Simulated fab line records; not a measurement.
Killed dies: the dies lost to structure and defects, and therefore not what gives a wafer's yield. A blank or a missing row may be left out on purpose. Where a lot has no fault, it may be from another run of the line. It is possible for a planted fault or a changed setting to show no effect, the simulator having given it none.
A struck lot beside a sound one | flow gf180mcu | 17 out of 602 route steps
Sound: wafers L924.3, L924.4, L924.6. Struck: wafer L912.6. (L912.4 of the same lot was not struck and is left out.) The cause comes at the end.
Per side, at each step with rows, come the tool, then ch with its chambers, and then its first start. Under that, the readings that differ: sound wafers | struck wafers | difference of the means | sigmas: that difference in standard deviations of wafers without a fault.
alike: words and numbers the same on both sides, and readings whose means are apart by under 2 such deviations; not compared: readings that were withheld, readings missing a value for some wafer, numbers with overlapping values and no deviation given by the record, and bounds like >300 which may hide the same value.
A row with sigmas, a row that says differs or no value, or rows on one side alone: a step with any of these is where the two part. When numbers do not overlap yet have no deviation, they are printed without sigmas and do not part them. A reading missing from all wafers of one side parts the sides only when that side holds two or more wafers.

first, 4 steps without rows for these wafers: GF_M2_SOFTBAKE_10 (time 60 s); GF_M2_EXPOSE_11 (exposes mask Metal2, target cd 280 nm); GF_M2_PEB_12 (peb time 90 s); GF_M2_DEVELOP_13 (develop time 60 s).
GF_M2_CD_MEAS_14 targets a cd of 280 nm.
  sound: cd sem-02 at day 26 04:08; struck: cd sem-01 at day 22 00:28
  alike: cd nm
GF_M2_OVL_MEAS_15:
  sound: overlay-02 at day 26 04:14; struck: overlay-02 at day 22 00:32
  alike: M2_OVL
GF_M2_METAL_ETCH_16: etches the open film in Cl2/BCl3, stops on SiO2, target depth 750.8 nm, time 125.1 s.
  sound on rie metal-03 ch 0,1, day 26 04:18; struck on rie metal-03 ch 1, day 22 00:36
  alike: chamber pressure mTorr, drypump motor current A, oes product au, throttle valve pct
  not compared: rf hours counter h
GF_M2_STRIP_17: strips in O2/N2.
  sound on plasma asher-04 ch 0,1, day 26 04:25; struck on plasma asher-03 ch 0, day 22 00:43
  alike: chamber pressure mTorr, drypump motor current A, heater power w, oes product au, platen temp c, strip time to endpoint s
  not compared: rf hours counter h
then, 3 steps without rows for these wafers: GF_M2_STRIP_18 (strips in post etch residue remover, time 1200 s); GF_M2_CLEAN_19 (cleans in DIW); GF_V2_CVD_00 (deposits SiO2, target thk 600 nm, time 100 s).
GF_V2_THK_MEAS_01:
  sound: film metro-04 at day 26 05:03; struck: film metro-02 at day 22 01:20
  alike: V2_CVD_00_THK
GF_V2_CVD_02: deposits SiO2 from TEOS, target thk 850 nm, time 94.851 s.
  sound on pecvd-02 ch 1,2, day 26 05:05; struck on pecvd-04 ch 2, day 22 01:23
  reading                             | sound             | struck | difference | sigmas
  heater power w (W)                  | 687 687 557       | 473    | -171       | -2
  model.SiO2_of_V2_CVD_02.thk nm (nm) | 853.1 848.7 881.2 | 1616   | +755       |
GF_V2_THK_MEAS_03:
  sound: film metro-03 at day 26 05:11; struck: film metro-04 at day 22 01:28
  reading            | sound       | struck | difference | sigmas
  V2_CVD_02_THK (nm) | 853 848 881 | 1615   | +754       | +54
GF_V2_CMP_04: polishes SiO2.
  sound on cmp-02 ch 0,2, day 26 05:16; struck on cmp-01 ch 3, day 22 01:35
  reading                | sound    | struck | difference | sigmas
  time to endpoint s (s) | 89 84 99 | 384    | +293       | +39
  alike: motor current A, retaining ring pressure frac
GF_V2_BOW_MEAS_05:
  sound: film metro-03 at day 26 05:34; struck: film metro-03 at day 22 01:51
  alike: V2_BOW
-- the record jumps here: 9 days lie between the struck wafers' starts before and after (it left off in module V2 and takes up again in module PASSIVATION, whose first step shown is number 602 of the route) --
GF_PASSIVATION_PROBE_99:
  only the struck wafers here have rows in the record (prober-01, day 31 07:35); the sound ones have none

== WHERE THEY PART ==
At GF_V2_CVD_02 first; at GF_PASSIVATION_PROBE_99 last (within this record only).

WHY: whatever the simulator had introduced
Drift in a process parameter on pecvd-04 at GF_V2_CVD_02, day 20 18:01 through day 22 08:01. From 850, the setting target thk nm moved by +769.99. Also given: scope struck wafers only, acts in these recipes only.
